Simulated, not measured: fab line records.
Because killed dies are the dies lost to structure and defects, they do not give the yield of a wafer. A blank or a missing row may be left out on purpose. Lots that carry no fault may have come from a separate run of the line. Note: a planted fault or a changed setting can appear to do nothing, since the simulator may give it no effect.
A lot that was struck, set against a sound lot ; flow sky130 ; 14 out of 708 route steps
Sound: these wafers, L531.2, L531.4, L531.5. Struck: wafers L524.2, L524.3, L524.4. The cause is named last.
Order at every step that has rows: each side's tool, ch and its chambers, its first start. Under that, the readings that differ: sound wafers ; struck wafers ; difference of the means ; sigmas: that difference in standard deviations of wafers without a fault.
alike: same words and numbers on both sides, and readings whose means sit less than 2 such deviations apart. not compared: any withheld reading, any reading some wafer has no value for, any bound like >300 that may hide the same value, and any number with overlapping values for which the record gives no deviation.
A row with sigmas, a row that says differs or no value, or rows on one side alone: a step with any of these is where the two part. Non-overlapping numbers with no deviation appear without sigmas and do not part them. A reading missing from all wafers of one side parts the sides only when that side holds two or more wafers.

first, 2 steps without rows for these wafers: SKY_VT_ADJUST_LVTN_PEB_16; SKY_VT_ADJUST_LVTN_DEVELOP_17 (develop time 60 s).
SKY_VT_ADJUST_LVTN_OVL_MEAS_18:
  struck on overlay-02, day 11 05:44; sound on overlay-01, day 13 02:14
  alike: VT_ADJUST_LVTN_01_OVL
next, for these wafers, 1 step has no rows: SKY_VT_ADJUST_LVTN_IMPLANT_19.
SKY_VT_ADJUST_LVTN_STRIP_20: strips in O2/N2.
  sound on plasmaAsher-04 ch 0,1, day 13 02:25; struck on plasmaAsher-02 ch 0,1, day 11 05:55
  alike: drypumpMotorCurrentA, oesProductAu, stripTimeToEndpointS
  not compared: rfHoursCounterH
SKY_VT_ADJUST_LVTN_TW_MEAS_21:
  struck on filmMetro-03, day 11 06:01; sound on filmMetro-02, day 13 02:31
  alike: VT_ADJUST_LVTN_2_TW
then, 6 steps without rows for these wafers: SKY_VT_ADJUST_NCORE_DEHYDRATE_00 (time 60 s); SKY_VT_ADJUST_NCORE_HMDS_01 (prime time 60 s); SKY_VT_ADJUST_NCORE_COAT_02 (resist thk 1140 nm); SKY_VT_ADJUST_NCORE_SOFTBAKE_03 (time 60 s); SKY_VT_ADJUST_NCORE_EXPOSE_04 (exposes mask LVTN COMPLEMENT THIN, target cd 380 nm); SKY_VT_ADJUST_NCORE_PEB_05.
SKY_VT_ADJUST_NCORE_DEVELOP_06: develop time 60 s.
  sound on lithoTrack-03 ch 0, day 14 03:29; struck on lithoTrack-02, day 12 04:14
  no value came back on the struck wafers for chillPlateTempC (C), developTimeS (s); on the sound wafers chillPlateTempC (C) reads 23.00 22.94 22.85
SKY_VT_ADJUST_NCORE_CD_MEAS_07: the cd target is 380 nm.
  struck on cdSem-02, day 12 04:23; sound on cdSem-01, day 14 03:38
reading;sound;struck;difference;sigmas
cdNm (nm);380.3 380.1 379.8;- - -;no value on the struck wafers;

WHERE THEY PART
First at SKY_VT_ADJUST_NCORE_DEVELOP_06; last, within this record, at SKY_VT_ADJUST_NCORE_CD_MEAS_07.

WHY: what the simulator had put in
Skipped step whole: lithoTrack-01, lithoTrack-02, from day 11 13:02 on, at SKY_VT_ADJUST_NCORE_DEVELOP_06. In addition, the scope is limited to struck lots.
